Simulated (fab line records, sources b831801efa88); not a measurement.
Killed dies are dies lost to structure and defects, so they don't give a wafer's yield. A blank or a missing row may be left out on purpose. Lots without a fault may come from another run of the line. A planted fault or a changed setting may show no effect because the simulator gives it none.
fab line records | flow sky130
record lots=7 wafers=18 last_day=50
route steps=708 shown LOCAL_INTERCONNECT@394 CONTACT@406 PAD_OPEN@708
lots that met no fault: from a run of the same line without faults
start_h: hours from the record's first day to the start of the lot's first wafer shown | wait_h: hours since the lot's step before | " the same as in the row above | L1.1+2: a row that stands for several wafers | - no value, or no start given | * or withheld: withheld | < > ~ a bound
route shown NAME@n: a module of which the file shows steps, and the number in the route of the first | usual: mean/standard deviation of fault-free wafers | same: alike in all rows | chamber/n: place in a boat | sites: the reading at each site | _std_site: their standard deviation | _edge_site: outer sites' mean less inner sites' | radius_mm: how far each site lies from the wafer's centre | mask NAME#n: copy n | behind: the tool/chamber that last shaped the wafer | hold: why the lot was held/for how many hours/how that ended | device: the transistor (n, p or np) that didn't switch | end of line: the same wafers' tests at the end of the route | a step without rows: its recipe alone | killed: dies lost to structure and defects at the first sort, not the wafer's yield | map: a wafer's dies, x killed, . not, _ none there
set.NAME: the setting as run; set.NAME@STEP: as run at that earlier step | model.NAME: the simulator's own value behind a step, which no gauge read
lots at some steps of the route; a table a step, a row a wafer
services: from which hour (start_h, from the record's first day; less than 0 if before it) a tool's chamber was out of use, for how many hours, and why
## steps
# step SKY_LOCAL_INTERCONNECT_SOFTBAKE_07
# recipe temp_c=100 time_s=90 resist=KrF-thick
# step SKY_LOCAL_INTERCONNECT_EXPOSE_08
# recipe mask_id=LI1M na=0.8 source_shape=annular sigma_inner=0.55 sigma_outer=0.85 target_cd_nm=170 dose_mj=28
# step SKY_LOCAL_INTERCONNECT_PEB_09
# recipe peb_temp_c=withheld peb_time_s=withheld resist=KrF-thick
# step SKY_LOCAL_INTERCONNECT_DEVELOP_10
# recipe develop_time_s=60 resist=KrF-thick dev_temp_c=21
# step SKY_LOCAL_INTERCONNECT_CD_MEAS_11
# recipe target_cd_nm=170
# usual cd_nm=169.7/1.5
# columns lot.wafer tool chamber start_h wait_h cd_nm
L138.4 cd_sem-01 - 753.86 - 170.1
L138.5 " - " " 169.4
L138.6 " - " " 170.8
L140.3 cd_sem-01 - 762.48 - 168.0
L140.4 " - " " 168.1
L140.6 " - " " 169.8
L149.4 cd_sem-01 - 827.51 - 170.4
L149.5 " - " " 170.8
L149.6 " - " " 171.2
L151.1 cd_sem-01 - 853.01 - 170.0
L151.5 " - " " 171.5
L152.1 cd_sem-01 - 859.95 - 169.9
L152.3 " - " " 169.6
L155.5 cd_sem-01 - 870.43 - 169.4
L155.6 " - " " 169.6
L156.3 cd_sem-02 - 884.15 - 169.3
L156.4 " - " " 168.5
L156.6 " - " " 167.3
# step SKY_LOCAL_INTERCONNECT_OVL_MEAS_12
# usual LOCAL_INTERCONNECT_OVL=3/4.7
# columns lot.wafer tool chamber start_h wait_h LOCAL_INTERCONNECT_OVL[nm]
L138.4 overlay-01 - 753.94 0.1 1
L138.5 " - " " -2
L138.6 " - " " 1
L140.3 overlay-02 - 762.58 0.1 2
L140.4 " - " " 7
L140.6 " - " " 3
L149.4 overlay-01 - 827.58 0.1 2
L149.5 " - " " 1
L149.6 " - " " 2
L151.1 overlay-02 - 853.13 0.1 9
L151.5 " - " " -4
L152.1 overlay-02 - 860.07 0.1 4
L152.3 " - " " 6
L155.5 overlay-02 - 870.50 0.0 3
L155.6 " - " " 4
L156.3 overlay-01 - 884.24 0.1 13
L156.4 " - " " 6
L156.6 " - " " 6
# step SKY_LOCAL_INTERCONNECT_ETCH_13
# recipe chemistry=N2/H2 target=BARC ion_energy_ev=200 bias_w=100 pressure_mtorr=30 n2_flow_sccm=100 h2_flow_sccm=200 icp_w=500 stop_on=SiO2 time_s=45.9 target_depth_a=600
# usual chamber_pressure_mTorr=29.994/0.025 drypump_motor_current_A=5.7/0.5 oes_product_au=0.854/0.0048 throttle_valve_pct=13.225/0.0091
# columns lot.wafer tool chamber start_h wait_h chamber_pressure_mTorr drypump_motor_current_A oes_product_au rf_hours_counter_h throttle_valve_pct
L138.4 rie_metal-03 1 753.98 0.0 30.029 6.5 0.860 - 13.206
L138.5 " 0 " " 29.992 5.6 0.851 - 13.233
L138.6 " 1 " " 30.002 6.5 0.847 - 13.229
L140.3 rie_metal-03 0 762.64 0.1 29.991 5.6 0.861 - 13.230
L140.4 " 0 " " 29.988 5.6 0.860 - 13.224
L140.6 " 0 " " 30.001 5.6 0.854 - 13.217
L149.4 rie_metal-03 1 827.62 0.0 29.987 6.5 0.850 - 13.243
L149.5 " 0 " " 29.976 5.5 0.867 - 13.216
L149.6 " 1 " " 29.932 6.5 0.846 - 13.226
L151.1 rie_metal-03 0 853.17 0.0 30.012 5.6 0.861 7 13.221
L151.5 " 0 " " 30.010 5.6 0.853 - 13.239
L152.1 rie_metal-03 1 860.10 0.0 29.953 6.5 0.856 3 13.236
L152.3 " 0 " " 30.000 5.6 0.859 - 13.234
L155.5 rie_metal-04 0 870.55 0.0 30.020 5.7 0.852 - 13.236
L155.6 " 1 " " 29.985 5.7 0.865 - 13.233
L156.3 rie_metal-01 1 884.29 0.0 29.997 5.0 0.862 - 13.220
L156.4 " 0 " " 29.984 5.3 0.854 - 13.211
L156.6 " 1 " " 29.950 4.9 0.860 - 13.226
# step SKY_LOCAL_INTERCONNECT_METAL_ETCH_14
# recipe target_depth_nm=110 stop_on=PSG chemistry=Cl2/BCl3 target=TiN resist_sidewall_deg=88 pressure_mtorr=10 icp_w=900 bias_w=48.5 Cl2_flow_sccm=60 bcl3_flow_sccm=30 time_s=31.4
# usual chamber_pressure_mTorr=9.999/0.0076 drypump_motor_current_A=5.7/0.49 oes_product_au=0.942/0.0072 throttle_valve_pct=21.901/0.01
# columns lot.wafer tool chamber start_h wait_h chamber_pressure_mTorr drypump_motor_current_A oes_product_au rf_hours_counter_h throttle_valve_pct
L138.4 rie_metal-03 1 754.04 0.0 9.991 6.4 0.937 - 21.908
L138.5 " 0 " " 9.997 5.6 0.935 - 21.908
L138.6 " 1 " " 10.002 6.5 0.942 - 21.904
L140.3 rie_metal-03 0 762.76 0.1 9.997 5.6 0.945 - 21.895
L140.4 " 0 " " 10.005 5.6 0.946 - 21.921
L140.6 " 0 " " 9.983 5.6 0.929 - 21.908
L149.4 rie_metal-03 1 827.68 0.0 9.996 6.5 0.939 - 21.909
L149.5 " 0 " " 10.002 5.6 0.950 - 21.890
L149.6 " 1 " " 10.010 6.4 0.940 - 21.896
L151.1 rie_metal-03 0 853.23 0.0 9.993 5.6 0.939 7 21.906
L151.5 " 0 " " 9.995 5.6 0.948 - 21.908
L152.1 rie_metal-03 1 860.16 0.0 10.002 6.4 0.950 3 21.888
L152.3 " 0 " " 9.992 5.5 0.952 - 21.887
L155.5 rie_metal-04 0 870.61 0.0 9.999 5.7 0.933 - 21.923
L155.6 " 1 " " 10.005 5.7 0.943 - 21.899
L156.3 rie_metal-01 1 884.35 0.0 9.997 5.0 0.941 - 21.900
L156.4 " 0 " " 10.008 5.3 0.932 - 21.910
L156.6 " 1 " " 9.993 4.9 0.932 - 21.901
# step SKY_LOCAL_INTERCONNECT_STRIP_15
# recipe chemistry=O2/N2 power_w=1400 pressure_mtorr=1500 platen_temp_c=withheld o2_flow_sccm=3000 n2_flow_sccm=300 overash_fraction=0.5
# usual chamber_pressure_mTorr=1500.2/1.4 drypump_motor_current_A=5.7/0.5 oes_product_au=0.427/0.0045 strip_time_to_endpoint_s=4.719/0.021
# columns lot.wafer tool chamber start_h wait_h chamber_pressure_mTorr drypump_motor_current_A oes_product_au rf_hours_counter_h strip_time_to_endpoint_s
L138.4 plasma_asher-04 0 754.11 0.1 1501.9 5.7 0.435 - 4.715
L138.5 " 0 " " 1500.1 5.7 0.430 - 4.697
L138.6 " 1 " " 1504.4 6.0 0.433 - 4.722
L140.3 plasma_asher-04 1 762.86 0.1 1501.1 6.0 0.419 - 4.705
L140.4 " 0 " " 1498.6 5.6 0.426 - 4.709
L140.6 " 1 " " 1500.6 6.0 0.426 - 4.707
L149.4 plasma_asher-04 1 827.75 0.1 1501.5 6.0 0.431 - 4.748
L149.5 " 0 " " 1500.3 5.6 0.426 - 4.736
L149.6 " 1 " " 1496.6 5.9 0.424 - 4.741
L151.1 plasma_asher-04 0 853.28 0.0 1500.4 5.6 0.422 106 4.705
L151.5 " 0 " " 1500.0 5.6 0.428 - 4.716
L152.1 plasma_asher-02 1 860.22 0.0 1499.7 5.7 0.436 37 4.720
L152.3 " 1 " " 1499.1 5.7 0.429 - 4.683
L155.5 plasma_asher-02 0 870.69 0.1 1499.4 6.5 0.423 - 4.680
L155.6 " 1 " " 1500.4 5.7 0.427 - 4.714
L156.3 plasma_asher-04 1 884.41 0.1 1500.9 6.0 0.427 - 4.729
L156.4 " 0 " " 1498.2 5.7 0.428 - 4.753
L156.6 " 0 " " 1498.6 5.6 0.430 - 4.744
# step SKY_LOCAL_INTERCONNECT_STRIP_16
# recipe chemistry=post_etch_residue_remover time_s=1200 temp_c=72.5
# step SKY_LOCAL_INTERCONNECT_CLEAN_17
# recipe chemistry=IPA time_s=180 temp_c=25
# step SKY_LOCAL_INTERCONNECT_CLEAN_18
# recipe chemistry=O3/DIW dry=n2_spin
# step SKY_CONTACT_CVD_00
# recipe material=Si3N4 target_thk_nm=75 temp_c=400 time_s=withheld rf_w=450
# usual heater_power_w=685/100 susceptor_temp_C=400.02/0.23
# columns lot.wafer tool chamber start_h wait_h heater_power_w susceptor_temp_C model.Si3N4_of_CONTACT_CVD_00.thk_nm
L138.4 pecvd-01 1 754.68 0.0 625 400.11 74.62
L138.5 " 0 " " 895 399.99 74.31
L138.6 " 2 " " 711 399.78 74.93
L140.3 pecvd-01 2 763.46 0.0 788 399.74 73
L140.4 " 2 " " 806 400.01 74.33
L140.6 " 1 " " 608 399.91 73.88
L149.4 pecvd-03 2 828.39 0.0 709 399.89 77.33
L149.5 " 0 " " 595 399.85 76.94
L149.6 " 1 " " 738 400.27 76.85
L151.1 pecvd-01 1 853.88 0.0 593 - 60.82
L151.5 " 2 " " 813 399.76 74.33
L152.1 pecvd-01 2 860.81 0.0 756 - 61.02
L152.3 " 1 " " 567 400.16 73.2
L155.5 pecvd-01 0 871.31 0.0 914 399.85 75.44
L155.6 " 2 " " 697 - 62.23
L156.3 pecvd-03 0 884.97 0.0 523 400.49 74.71
L156.4 " 2 " " 668 400.15 77.33
L156.6 " 1 " " 721 399.67 76.18
# step SKY_CONTACT_THK_MEAS_01
# recipe reads=Si3N4_of_CONTACT_CVD_00
# usual CONTACT_CVD_00_THK=74.8/1.1
# columns lot.wafer tool chamber start_h wait_h CONTACT_CVD_00_THK[nm]
L138.4 film_metro-02 - 754.73 - 74.6
L138.5 " - " " 74.3
L138.6 " - " " 75.0
L140.3 film_metro-02 - 763.51 - 73.0
L140.4 " - " " 74.3
L140.6 " - " " 73.9
L149.4 film_metro-01 - 828.44 - 77.3
L149.5 " - " " 76.9
L149.6 " - " " 76.9
L151.1 film_metro-01 - 853.91 - 60.8
L151.5 " - " " 74.3
L152.1 film_metro-02 - 860.84 - 61.0
L152.3 " - " " 73.2
L155.5 film_metro-01 - 871.37 - 75.5
L155.6 " - " " 62.3
L156.3 film_metro-03 - 885.03 - 74.7
L156.4 " - " " 77.3
L156.6 " - " " 76.2
# step SKY_CONTACT_HDPCVD_02
# recipe material=SiO2 target_thk_nm=565 sigma_open_frac=0.3 time_s=94.2 temp_c=600 sih4_flow_sccm=60 pressure_mtorr=6
# step SKY_CONTACT_THK_MEAS_03
# recipe reads=SiO2_of_CONTACT_HDPCVD_02
# usual CONTACT_HDPCVD_THK=565/7.1
# columns lot.wafer tool chamber start_h wait_h CONTACT_HDPCVD_THK[nm]
L138.4 film_metro-02 - 754.86 0.0 562
L138.5 " - " " 568
L138.6 " - " " 560
L140.3 film_metro-01 - 763.64 0.1 545
L140.4 " - " " 550
L140.6 " - " " 554
L149.4 film_metro-03 - 828.56 0.0 564
L149.5 " - " " 571
L149.6 " - " " 557
L151.1 film_metro-01 - 854.04 0.0 564
L151.5 " - " " 561
L152.1 film_metro-01 - 860.97 0.0 566
L152.3 " - " " 565
L155.5 film_metro-01 - 871.50 0.0 570
L155.6 " - " " 569
L156.3 film_metro-01 - 885.15 0.1 567
L156.4 " - " " 572
L156.6 " - " " 574
# step SKY_CONTACT_CMP_04
# recipe material=SiO2 down_force_psi=4 platen_rpm=60 pad_velocity_m_s=0.94248
# step SKY_CONTACT_BOW_MEAS_05
# recipe mode=bow
# usual CONTACT_BOW=82/7.3
# columns lot.wafer tool chamber start_h wait_h CONTACT_BOW[um]
L138.4 film_metro-01 - 755.25 0.2 87
L138.5 " - " " 75
L138.6 " - " " 83
L140.3 film_metro-01 - 764.02 0.2 78
L140.4 " - " " 80
L140.6 " - " " 79
L149.4 film_metro-01 - 828.95 0.3 76
L149.5 " - " " 79
L149.6 " - " " 87
L151.1 film_metro-02 - 854.40 0.2 76
L151.5 " - " " 71
L152.1 film_metro-03 - 861.33 0.1 83
L152.3 " - " " 80
L155.5 film_metro-03 - 872.06 0.1 86
L155.6 " - " " 95
L156.3 film_metro-02 - 885.79 0.2 88
L156.4 " - " " 82
L156.6 " - " " 80
# step SKY_CONTACT_DEHYDRATE_06
# recipe temp_c=200 time_s=60
# step SKY_CONTACT_HMDS_07
# recipe prime_time_s=60 prime_temp_c=120
# step SKY_CONTACT_COAT_08
# recipe resist=BARC temp_c=withheld time_s=withheld spin_rpm=3000 resist_thk_nm=60
# step SKY_CONTACT_COAT_09
# recipe resist=KrF-thick spin_rpm=3000 resist_thk_nm=450
# step SKY_CONTACT_SOFTBAKE_10
# recipe temp_c=100 time_s=90 resist=KrF-thick
# step SKY_CONTACT_EXPOSE_11
# recipe mask_id=CTM1 na=0.8 source_shape=annular sigma_inner=0.55 sigma_outer=0.85 target_cd_nm=170 dose_mj=38
# step SKY_CONTACT_PEB_12
# recipe peb_temp_c=withheld peb_time_s=withheld resist=KrF-thick
# step SKY_CONTACT_DEVELOP_13
# recipe develop_time_s=60 resist=KrF-thick dev_temp_c=21
# step SKY_CONTACT_CD_MEAS_14
# recipe target_cd_nm=170
# usual cd_nm=170.3/1.7
# columns lot.wafer tool chamber start_h wait_h cd_nm
L138.4 cd_sem-01 - 782.69 - 171.1
L138.5 " - " " 170.4
L138.6 " - " " 169.5
L140.3 cd_sem-01 - 791.10 - 167.5
L140.4 " - " " 166.9
L140.6 " - " " 167.7
L149.4 cd_sem-01 - 854.94 - 172.6
L149.5 " - " " 171.1
L149.6 " - " " 172.1
L151.1 cd_sem-02 - 880.38 - 169.8
L151.5 " - " " 172.1
L152.1 cd_sem-01 - 886.96 - 171.8
L152.3 " - " " 171.1
L155.5 cd_sem-01 - 897.04 - 169.0
L155.6 " - " " 170.1
L156.3 cd_sem-01 - 910.74 - 171.8
L156.4 " - " " 171.5
L156.6 " - " " 169.7
# step SKY_CONTACT_OVL_MEAS_15
# usual CONTACT_OVL=4/5.1
# columns lot.wafer tool chamber start_h wait_h CONTACT_OVL[nm]
L138.4 overlay-01 - 782.77 0.1 2
L138.5 " - " " 6
L138.6 " - " " 4
L140.3 overlay-01 - 791.19 0.1 -1
L140.4 " - " " -8
L140.6 " - " " -1
L149.4 overlay-01 - 855.02 0.1 5
L149.5 " - " " 0
L149.6 " - " " 2
L151.1 overlay-02 - 880.50 0.1 9
L151.5 " - " " 6
L152.1 overlay-02 - 887.08 0.1 6
L152.3 " - " " 13
L155.5 overlay-01 - 897.10 0.0 0
L155.6 " - " " 3
L156.3 overlay-02 - 910.83 0.1 3
L156.4 " - " " 4
L156.6 " - " " 2
# step SKY_CONTACT_ETCH_16
# recipe chemistry=N2/H2 target=BARC ion_energy_ev=200 source_w=500 bias_w=100 pressure_mtorr=30 n2_flow_sccm=100 h2_flow_sccm=200 stop_on=SiO2 time_s=45.9 target_depth_a=600
# usual chamber_pressure_mTorr=30.00/0.033 drypump_motor_current_A=5.7/0.43 oes_product_au=0.855/0.0041 throttle_valve_pct=13.224/0.0097
# columns lot.wafer tool chamber start_h wait_h chamber_pressure_mTorr drypump_motor_current_A oes_product_au rf_hours_counter_h throttle_valve_pct
L138.4 rie_diel-03 0 782.78 0.0 29.99 5.8 0.861 4 13.222
L138.5 " 2 " " 29.98 4.9 0.854 - 13.220
L138.6 " 1 " " 29.99 5.9 0.851 - 13.216
L140.3 rie_diel-01 0 791.22 0.0 30.00 5.4 0.858 11 13.228
L140.4 " 0 " " 29.99 5.4 0.853 - 13.227
L140.6 " 2 " " 30.04 6.4 0.861 - 13.217
L149.4 rie_diel-01 2 855.03 0.0 29.98 6.4 0.849 22 13.233
L149.5 " 0 " " 30.02 5.5 0.853 - 13.239
L149.6 " 1 " " 29.97 6.2 0.850 - 13.240
L151.1 rie_diel-01 0 880.54 0.0 30.02 5.5 0.851 14 13.224
L151.5 " 1 " " 30.03 6.2 0.858 - 13.221
L152.1 rie_diel-01 3 887.12 0.0 30.01 5.5 0.856 15 13.234
L152.3 " 0 " " 30.02 5.4 0.858 14 13.232
L155.5 rie_diel-01 0 897.14 0.0 30.02 5.4 0.843 - 13.237
L155.6 " 3 " " 30.00 5.5 0.855 - 13.229
L156.3 rie_diel-03 3 910.85 0.0 30.02 6.0 0.860 10 13.213
L156.4 " 2 " " 30.02 4.9 0.844 6 13.220
L156.6 " 2 " " 30.08 4.9 0.850 - 13.210
# step SKY_CONTACT_ETCH_17
# recipe target=SiO2 chemistry=C4F8/O2/Ar stop_on=Si3N4 mask_material=KrF-thick source_w=1500 bias_w=1200 pressure_mtorr=40 c4f8_flow_sccm=withheld O2_flow_sccm=6 Ar_flow_sccm=300 time_s=withheld target_depth_a=3400
# step SKY_CONTACT_ETCH_18
# recipe target=Si3N4 chemistry=CHF3/O2 stop_on=TiN source_w=600 bias_w=200 pressure_mtorr=40 chf3_flow_sccm=50 O2_flow_sccm=5 time_s=39 target_depth_a=750
# usual chamber_pressure_mTorr=40.00/0.037 drypump_motor_current_A=5.7/0.43 oes_product_au=0.854/0.0086 throttle_valve_pct=8.793/0.01
# columns lot.wafer tool chamber start_h wait_h chamber_pressure_mTorr drypump_motor_current_A oes_product_au rf_hours_counter_h throttle_valve_pct model.etch.depth_nm
L138.4 rie_diel-03 0 - - 40.03 5.8 0.844 4 8.785 74.62
L138.5 " 2 " " 39.97 4.9 0.847 - 8.799 74.31
L138.6 " 1 " " 40.06 5.9 0.851 - 8.797 74.93
L140.3 rie_diel-01 0 - - 39.96 5.5 0.840 11 8.781 73
L140.4 " 0 " " 40.01 5.4 0.855 - 8.797 74.33
L140.6 " 2 " " 40.04 6.4 0.844 - 8.802 73.88
L149.4 rie_diel-01 2 - - 39.97 6.4 0.869 22 8.790 77.33
L149.5 " 0 " " 39.97 5.4 0.876 - 8.790 76.94
L149.6 " 1 " " 39.97 6.2 0.872 - 8.782 76.85
L151.1 rie_diel-01 0 - - 40.01 5.4 0.771 14 8.751 60.82
L151.5 " 1 " " 39.91 6.2 0.857 - 8.794 74.33
L152.1 rie_diel-01 3 - - 40.00 5.5 0.764 15 8.758 61.02
L152.3 " 0 " " 40.00 5.5 0.838 14 8.787 73.2
L155.5 rie_diel-01 0 - - 40.00 5.5 0.852 - 8.805 75.44
L155.6 " 3 " " 40.01 5.5 0.772 - 8.765 62.23
L156.3 rie_diel-03 3 - - 40.02 5.9 0.846 10 8.799 74.71
L156.4 " 2 " " 39.98 4.9 0.876 6 8.817 77.33
L156.6 " 2 " " 39.94 4.8 0.862 - 8.788 76.18
# step SKY_CONTACT_STRIP_19
# recipe chemistry=O2/N2 power_w=1400 pressure_mtorr=1500 platen_temp_c=withheld o2_flow_sccm=3000 n2_flow_sccm=300 overash_fraction=0.5
# usual chamber_pressure_mTorr=1500.0/1.3 drypump_motor_current_A=5.6/0.64 oes_product_au=0.380/0.0049 strip_time_to_endpoint_s=3.60/0.034
# columns lot.wafer tool chamber start_h wait_h chamber_pressure_mTorr drypump_motor_current_A oes_product_au rf_hours_counter_h strip_time_to_endpoint_s
L138.4 plasma_asher-03 0 782.95 - 1497.6 5.4 0.375 - 3.54
L138.5 " 0 " " 1499.7 5.4 0.380 - 3.58
L138.6 " 1 " " 1499.7 6.4 0.375 - 3.58
L140.3 plasma_asher-03 1 791.38 - 1501.2 6.4 0.389 - 3.60
L140.4 " 0 " " 1500.5 5.4 0.381 - 3.62
L140.6 " 1 " " 1498.7 6.4 0.378 - 3.59
L149.4 plasma_asher-03 0 855.20 - 1498.6 5.4 0.377 - 3.59
L149.5 " 1 " " 1500.7 6.4 0.376 - 3.57
L149.6 " 0 " " 1498.9 5.4 0.384 - 3.56
L151.1 plasma_asher-02 1 880.67 - 1498.7 5.8 0.390 39 3.60
L151.5 " 1 " " 1498.3 5.7 0.381 - 3.59
L152.1 plasma_asher-03 0 887.25 - 1500.7 5.4 0.380 16 3.63
L152.3 " 0 " " 1500.1 5.4 0.379 - 3.62
L155.5 plasma_asher-01 0 897.31 - 1498.2 5.0 0.382 - 3.60
L155.6 " 1 " " 1501.0 4.8 0.380 - 3.62
L156.3 plasma_asher-03 1 911.02 - 1499.4 6.4 0.379 - 3.53
L156.4 " 0 " " 1498.3 5.4 0.381 - 3.57
L156.6 " 1 " " 1503.2 6.4 0.370 - 3.54
# step SKY_PAD_OPEN_PROBE_99
# usual killed_at_M0_to_M3=43/7.7 killed_at_M4_up=3.1/1.7 killed_at_contacts=23/4.8 killed_at_front_end=15/4.5 killed_at_other=0.3/0.58 killed_dies=85/10 killed_open=46/7.5 killed_short=38/6.5
# same gross_dies=492 killed_at_back_side=0
# columns lot.wafer tool chamber start_h wait_h killed_at_M0_to_M3 killed_at_M4_up killed_at_contacts killed_at_front_end killed_at_other killed_dies killed_open killed_short
L152.1 prober-01 - 1185.31 0.1 41 5 22 13 0 81 39 42
L152.3 prober-01 - 1185.41 0.2 45 7 23 9 0 84 52 31
# killed by level:class
L152.1 VIA3:geometric_particle:open=12 LOCAL_INTERCONNECT:geometric_particle:short=7 CONTACT:geometric_particle:short=6 VIA1:geometric_particle:open=6 CONTACT:geometric_particle:open=5 METAL1:geometric_particle:short=5 FIELD_ISO:geometric_particle:open=4 LI_CONTACT:geometric_particle:open=4
L152.3 VIA1:geometric_particle:open=13 LI_CONTACT:geometric_particle:open=8 VIA2:geometric_particle:open=7 CONTACT:geometric_particle:open=6 METAL1:geometric_particle:short=6 LOCAL_INTERCONNECT:geometric_particle:short=5 VIA3:geometric_particle:short=5 FIELD_ISO:geometric_particle:open=4
## services
# columns tool chamber start_h hours kind
plasma_asher-03 - 733.75 9.0 pm
plasma_asher-03 0 733.75 9.0 vent_cycle
plasma_asher-03 1 733.75 9.0 vent_cycle
plasma_asher-02 - 741.02 45.4 pm
plasma_asher-03 0 742.75 - clean
plasma_asher-03 1 742.75 - clean
rie_metal-03 1 758.33 - clean
rie_metal-03 1 758.33 16.2 scheduled_down
rie_metal-03 1 758.33 16.2 vent_cycle
rie_diel-01 3 789.33 13.5 repair
pecvd-01 2 812.85 5.5 scheduled_down
pecvd-01 0 818.97 2.1 scheduled_down
rie_diel-03 1 822.14 2.9 repair
pecvd-01 - 825.47 28.1 pm
rie_diel-03 1 830.01 5.3 repair
plasma_asher-02 - 837.87 0.9 repair
rie_diel-03 - 847.79 1.0 repair
rie_diel-01 0 859.72 4.0 repair
rie_metal-01 - 865.09 7.2 repair
plasma_asher-01 - 879.74 0.4 repair
pecvd-01 0 880.77 3.9 repair
rie_metal-01 - 892.59 14.6 pm
rie_diel-01 3 902.48 4.3 repair
rie_diel-01 1 904.45 1.9 repair
## key
first_sign step=SKY_CONTACT_THK_MEAS_01 reading=CONTACT_CVD_00_THK direction=down sigmas=12 usual=74.8 struck=61.4
effect step=SKY_CONTACT_ETCH_18 reading=oes_product_au direction=down sigmas=9.8 usual=0.854 struck=0.769
model_effect step=SKY_CONTACT_CVD_00 value=Si3N4_of_CONTACT_CVD_00.thk_nm without=74.16 struck=61.36
model_effect step=SKY_CONTACT_ETCH_18 value=etch.depth_nm without=74.16 struck=61.36
met_at SKY_CONTACT_CVD_00
struck_wafers L151.1,L152.1,L155.6
tester_left_out L151,L152,L155
onset_between 763.46 853.88
fault kind=process_parameter_drift tool=pecvd-01 chamber=- onset_h=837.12 steps=SKY_CONTACT_CVD_00 channel=time_s offset=withheld shape=step end_h=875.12 scope=struck_wafers_only acts_in=*
# tester_left_out: of these lots the tester's yield and bins aren't shown, on N5 and GAA mostly nor the transistor test; their killed dies are dies lost to structure and defects alone, not to doping, threshold or leakage, so they don't give the yield
